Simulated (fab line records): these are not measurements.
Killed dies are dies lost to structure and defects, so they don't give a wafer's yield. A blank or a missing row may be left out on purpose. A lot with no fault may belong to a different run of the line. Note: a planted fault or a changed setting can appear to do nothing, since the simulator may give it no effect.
Which of the tools did it? || flow gf180mcu || 11 lots with 33 wafers sampled at 6 steps, on a route of 602 steps

## WHAT THE GAUGES READ, wafer by wafer
GF_M3_CD_MEAS_14: target cd 280 nm. Usual: cd_nm 279.8 nm, standard deviation 1.4.
{"lot": "L325", "measured": "day 21 16:54", "on": "cd_sem-02", "cd_nm (nm)": "282.0 280.5 281.2", "flag": ""}
{"lot": "L328", "measured": "day 22 14:19", "on": "cd_sem-02", "cd_nm (nm)": "278.6 278.9 279.2", "flag": ""}
{"lot": "L330", "measured": "day 23 10:19", "on": "cd_sem-01", "cd_nm (nm)": "280.6 278.7 280.2", "flag": ""}
{"lot": "L331", "measured": "day 23 16:38", "on": "cd_sem-02", "cd_nm (nm)": "279.3 280.4 279.7", "flag": ""}
{"lot": "L332", "measured": "day 24 03:39", "on": "cd_sem-02", "cd_nm (nm)": "281.0 280.8 282.1", "flag": ""}
{"lot": "L333", "measured": "day 24 10:42", "on": "cd_sem-02", "cd_nm (nm)": "281.8 281.8 281.5", "flag": ""}
{"lot": "L342", "measured": "day 27 08:09", "on": "cd_sem-01", "cd_nm (nm)": "279.5 279.3 278.9", "flag": ""}
{"lot": "L341", "measured": "day 27 08:35", "on": "cd_sem-01", "cd_nm (nm)": "278.9 279.3 278.7", "flag": ""}
{"lot": "L343", "measured": "day 27 13:35", "on": "cd_sem-02", "cd_nm (nm)": "281.8 280.6 281.5", "flag": ""}
{"lot": "L344", "measured": "day 28 00:29", "on": "cd_sem-01", "cd_nm (nm)": "279.8 279.6 279.7", "flag": ""}
{"lot": "L347", "measured": "day 28 21:48", "on": "cd_sem-01", "cd_nm (nm)": "279.1 278.9 277.6", "flag": ""}

GF_V3_THK_MEAS_01. Usual: V3_CVD_00_THK 598 nm, standard deviation 6.3.
{"lot": "L325", "measured": "day 21 17:48", "on": "film_metro-04", "V3_CVD_00_THK (nm)": "605 599 606", "flag": ""}
{"lot": "L328", "measured": "day 22 15:12", "on": "film_metro-01", "V3_CVD_00_THK (nm)": "601 595 602", "flag": ""}
{"lot": "L330", "measured": "day 23 11:11", "on": "film_metro-04", "V3_CVD_00_THK (nm)": "602 592 593", "flag": ""}
{"lot": "L331", "measured": "day 23 17:46", "on": "film_metro-01", "V3_CVD_00_THK (nm)": "594 599 598", "flag": ""}
{"lot": "L332", "measured": "day 24 04:40", "on": "film_metro-03", "V3_CVD_00_THK (nm)": "590 591 591", "flag": ""}
{"lot": "L333", "measured": "day 24 11:37", "on": "film_metro-03", "V3_CVD_00_THK (nm)": "600 597 596", "flag": ""}
{"lot": "L342", "measured": "day 27 09:24", "on": "film_metro-03", "V3_CVD_00_THK (nm)": "602 604 608", "flag": ""}
{"lot": "L341", "measured": "day 27 09:39", "on": "film_metro-03", "V3_CVD_00_THK (nm)": "609 601 583", "flag": ""}
{"lot": "L343", "measured": "day 27 14:50", "on": "film_metro-01", "V3_CVD_00_THK (nm)": "608 609 604", "flag": ""}
{"lot": "L344", "measured": "day 28 01:29", "on": "film_metro-01", "V3_CVD_00_THK (nm)": "594 600 593", "flag": ""}
{"lot": "L347", "measured": "day 28 22:44", "on": "film_metro-01", "V3_CVD_00_THK (nm)": "592 587 588", "flag": ""}

GF_V3_RS_MEAS_24: the measuring method here is four-point-probe. Usual: V3_W_RS 0.329 ohm/sq, standard deviation 0.0049.
{"lot": "L325", "measured": "day 22 18:08", "on": "film_metro-03", "V3_W_RS (ohm/sq)": "0.329 0.320 0.328", "flag": ""}
{"lot": "L328", "measured": "day 23 15:37", "on": "film_metro-01", "V3_W_RS (ohm/sq)": "0.325 0.334 0.336", "flag": ""}
{"lot": "L330", "measured": "day 24 10:35", "on": "film_metro-04", "V3_W_RS (ohm/sq)": "0.328 0.341 0.334", "flag": ""}
{"lot": "L331", "measured": "day 24 16:46", "on": "film_metro-04", "V3_W_RS (ohm/sq)": "0.192 0.195 0.192", "flag": "OFF"}
{"lot": "L332", "measured": "day 25 04:07", "on": "film_metro-03", "V3_W_RS (ohm/sq)": "0.197 0.194 0.194", "flag": "OFF"}
{"lot": "L333", "measured": "day 25 10:23", "on": "film_metro-01", "V3_W_RS (ohm/sq)": "0.195 0.196 0.193", "flag": "OFF"}
{"lot": "L342", "measured": "day 28 08:11", "on": "film_metro-03", "V3_W_RS (ohm/sq)": "0.326 0.325 0.331", "flag": ""}
{"lot": "L341", "measured": "day 28 07:58", "on": "film_metro-01", "V3_W_RS (ohm/sq)": "0.333 0.335 0.330", "flag": ""}
{"lot": "L343", "measured": "day 28 12:10", "on": "film_metro-01", "V3_W_RS (ohm/sq)": "0.330 0.324 0.332", "flag": ""}
{"lot": "L344", "measured": "day 28 22:29", "on": "film_metro-03", "V3_W_RS (ohm/sq)": "0.328 0.334 0.325", "flag": ""}
{"lot": "L347", "measured": "day 29 19:12", "on": "film_metro-01", "V3_W_RS (ohm/sq)": "0.324 0.331 0.323", "flag": ""}

GF_V3_THK_MEAS_25: measures by xrf. Usual: V3_W_THK 346 nm, standard deviation 6.
{"lot": "L325", "measured": "day 22 18:16", "on": "film_metro-03", "V3_W_THK (nm)": "339 350 342", "flag": ""}
{"lot": "L328", "measured": "day 23 15:44", "on": "film_metro-01", "V3_W_THK (nm)": "355 348 344", "flag": ""}
{"lot": "L330", "measured": "day 24 10:41", "on": "film_metro-04", "V3_W_THK (nm)": "344 334 341", "flag": ""}
{"lot": "L331", "measured": "day 24 16:53", "on": "film_metro-04", "V3_W_THK (nm)": "- - -", "flag": "OFF"}
{"lot": "L332", "measured": "day 25 04:14", "on": "film_metro-03", "V3_W_THK (nm)": "560 - -", "flag": "OFF"}
{"lot": "L333", "measured": "day 25 10:30", "on": "film_metro-01", "V3_W_THK (nm)": "- - -", "flag": "OFF"}
{"lot": "L342", "measured": "day 28 08:18", "on": "film_metro-03", "V3_W_THK (nm)": "343 344 340", "flag": ""}
{"lot": "L341", "measured": "day 28 08:05", "on": "film_metro-01", "V3_W_THK (nm)": "339 336 342", "flag": ""}
{"lot": "L343", "measured": "day 28 12:17", "on": "film_metro-01", "V3_W_THK (nm)": "342 347 341", "flag": ""}
{"lot": "L344", "measured": "day 28 22:37", "on": "film_metro-03", "V3_W_THK (nm)": "344 337 345", "flag": ""}
{"lot": "L347", "measured": "day 29 19:19", "on": "film_metro-01", "V3_W_THK (nm)": "352 344 356", "flag": ""}

## WHICH TOOL RAN EACH LOT (tool, then ch and the chambers of the sampled wafers, then the start)
{"lot": "L325", "GF_V3_ETCH_17": "rie_diel-04 ch 0,2,3, day 22 18:01 or earlier", "GF_V3_CVD_23": "cvd_w-01 ch 0,1, day 22 18:01"}
{"lot": "L328", "GF_V3_ETCH_17": "rie_diel-02 ch 0,1,2, day 23 15:31 or earlier", "GF_V3_CVD_23": "cvd_w-01 ch 0,1, day 23 15:31"}
{"lot": "L330", "GF_V3_ETCH_17": "rie_diel-04 ch 2,3, day 24 10:28 or earlier", "GF_V3_CVD_23": "cvd_w-01 ch 0,1, day 24 10:28"}
{"lot": "L331", "GF_V3_ETCH_17": "rie_diel-04 ch 0,3, day 24 16:39 or earlier", "GF_V3_CVD_23": "cvd_w-01 ch 0,1, day 24 16:39"}
{"lot": "L332", "GF_V3_ETCH_17": "rie_diel-02 ch 0,2, day 25 03:59 or earlier", "GF_V3_CVD_23": "cvd_w-01 ch 0,1, day 25 03:59"}
{"lot": "L333", "GF_V3_ETCH_17": "rie_diel-04 ch 0,1,2, day 25 10:12 or earlier", "GF_V3_CVD_23": "cvd_w-01 ch 0,1, day 25 10:12"}
{"lot": "L342", "GF_V3_ETCH_17": "rie_diel-01 ch 0,1, day 28 07:58 or earlier", "GF_V3_CVD_23": "cvd_w-01 ch 0, day 28 07:58"}
{"lot": "L341", "GF_V3_ETCH_17": "rie_diel-02 ch 1,2,3, day 28 07:51 or earlier", "GF_V3_CVD_23": "cvd_w-02 ch 0,1, day 28 07:51"}
{"lot": "L343", "GF_V3_ETCH_17": "rie_diel-04 ch 0,1,2, day 28 12:03 or earlier", "GF_V3_CVD_23": "cvd_w-01 ch 0,1, day 28 12:03"}
{"lot": "L344", "GF_V3_ETCH_17": "rie_diel-04 ch 0,1,3, day 28 22:23 or earlier", "GF_V3_CVD_23": "cvd_w-01 ch 0,1, day 28 22:23"}
{"lot": "L347", "GF_V3_ETCH_17": "rie_diel-02 ch 0,1,2, day 29 19:05 or earlier", "GF_V3_CVD_23": "cvd_w-01 ch 0,1, day 29 19:05"}
- GF_V3_ETCH_17: etches SiO2 in C4F8/O2/Ar, stops on TiN, target depth 635 nm.
- GF_V3_CVD_23: deposits W, target thk 350 nm, time 104.9 s.

## WHAT THE TOOLS THEMSELVES READ (means of the sampled wafers that have a number; where no wafer has one, the mark that the record gives instead)
GF_V3_ETCH_17. Usual: bias_w 1200 W, standard deviation 4; oes_product_au 0.856 a.u., standard deviation 0.0047.
{"lot": "L325", "tool": "rie_diel-04", "bias_w (W)": 1200, "oes_product_au (a.u.)": 0.856, "flag": ""}
{"lot": "L328", "tool": "rie_diel-02", "bias_w (W)": 1199, "oes_product_au (a.u.)": 0.856, "flag": ""}
{"lot": "L330", "tool": "rie_diel-04", "bias_w (W)": 1199, "oes_product_au (a.u.)": 0.855, "flag": ""}
{"lot": "L331", "tool": "rie_diel-04", "bias_w (W)": 1194, "oes_product_au (a.u.)": 0.853, "flag": ""}
{"lot": "L332", "tool": "rie_diel-02", "bias_w (W)": 1199, "oes_product_au (a.u.)": 0.854, "flag": ""}
{"lot": "L333", "tool": "rie_diel-04", "bias_w (W)": 1204, "oes_product_au (a.u.)": 0.858, "flag": ""}
{"lot": "L342", "tool": "rie_diel-01", "bias_w (W)": 1203, "oes_product_au (a.u.)": 0.855, "flag": ""}
{"lot": "L341", "tool": "rie_diel-02", "bias_w (W)": 1200, "oes_product_au (a.u.)": 0.860, "flag": ""}
{"lot": "L343", "tool": "rie_diel-04", "bias_w (W)": 1198, "oes_product_au (a.u.)": 0.856, "flag": ""}
{"lot": "L344", "tool": "rie_diel-04", "bias_w (W)": 1198, "oes_product_au (a.u.)": 0.856, "flag": ""}
{"lot": "L347", "tool": "rie_diel-02", "bias_w (W)": 1202, "oes_product_au (a.u.)": 0.855, "flag": ""}

GF_V3_CVD_23. Usual: heater_power_outer_w 501 W, standard deviation 40; heater_power_w 835 W, standard deviation 77; susceptor_temp_C 400.05 C, standard deviation 0.24.
{"lot": "L325", "tool": "cvd_w-01", "heater_power_outer_w (W)": 491, "heater_power_w (W)": 822, "susceptor_temp_C (C)": 400.04, "flag": ""}
{"lot": "L328", "tool": "cvd_w-01", "heater_power_outer_w (W)": 494, "heater_power_w (W)": 837, "susceptor_temp_C (C)": 400.09, "flag": ""}
{"lot": "L330", "tool": "cvd_w-01", "heater_power_outer_w (W)": 495, "heater_power_w (W)": 833, "susceptor_temp_C (C)": 399.94, "flag": ""}
{"lot": "L331", "tool": "cvd_w-01", "heater_power_outer_w (W)": 691, "heater_power_w (W)": 1121, "susceptor_temp_C (C)": 441.61, "flag": "OFF"}
{"lot": "L332", "tool": "cvd_w-01", "heater_power_outer_w (W)": 688, "heater_power_w (W)": 1126, "susceptor_temp_C (C)": 441.78, "flag": "OFF"}
{"lot": "L333", "tool": "cvd_w-01", "heater_power_outer_w (W)": 645, "heater_power_w (W)": 1068, "susceptor_temp_C (C)": 441.67, "flag": "OFF"}
{"lot": "L342", "tool": "cvd_w-01", "heater_power_outer_w (W)": 544, "heater_power_w (W)": 923, "susceptor_temp_C (C)": 399.97, "flag": ""}
{"lot": "L341", "tool": "cvd_w-02", "heater_power_outer_w (W)": 459, "heater_power_w (W)": 759, "susceptor_temp_C (C)": 400.18, "flag": ""}
{"lot": "L343", "tool": "cvd_w-01", "heater_power_outer_w (W)": 495, "heater_power_w (W)": 831, "susceptor_temp_C (C)": 399.78, "flag": ""}
{"lot": "L344", "tool": "cvd_w-01", "heater_power_outer_w (W)": 525, "heater_power_w (W)": 887, "susceptor_temp_C (C)": 399.95, "flag": ""}
{"lot": "L347", "tool": "cvd_w-01", "heater_power_outer_w (W)": 522, "heater_power_w (W)": 886, "susceptor_temp_C (C)": 399.92, "flag": ""}

## THE ANSWER, worked out from the rows above alone
Rule: a lot is off if the mean of its wafers that have a number lies more than 3 standard deviations from the usual mean. A lot without any number at a reading at which 4 lots or more have one is off too. The other lots that the step has rows for count as sound. After the gauges, taken in route order, come the tools' own readings; for these a lot's mean is taken, as printed above. The first step at which some lot is off is used, and at that step the reading that is off furthest; a lot without a number counts as furthest.
Off: L331, L332, L333, at GF_V3_RS_MEAS_24 (V3_W_RS).
If a tool, at a process step before that reading, ran all the lots that are off and no sound lot after the first of them, it fits. Not tried: the gauges at GF_V3_RS_MEAS_24; whatever is off there is also off at GF_V3_CVD_23, on other tools, and gauge error can't account for it. With no start given for some of its lots, GF_V3_ETCH_17 uses the hours and lot order of GF_V3_CVD_23. Of those tried, none fits.

## WHAT THE SIMULATOR HAD PUT IN
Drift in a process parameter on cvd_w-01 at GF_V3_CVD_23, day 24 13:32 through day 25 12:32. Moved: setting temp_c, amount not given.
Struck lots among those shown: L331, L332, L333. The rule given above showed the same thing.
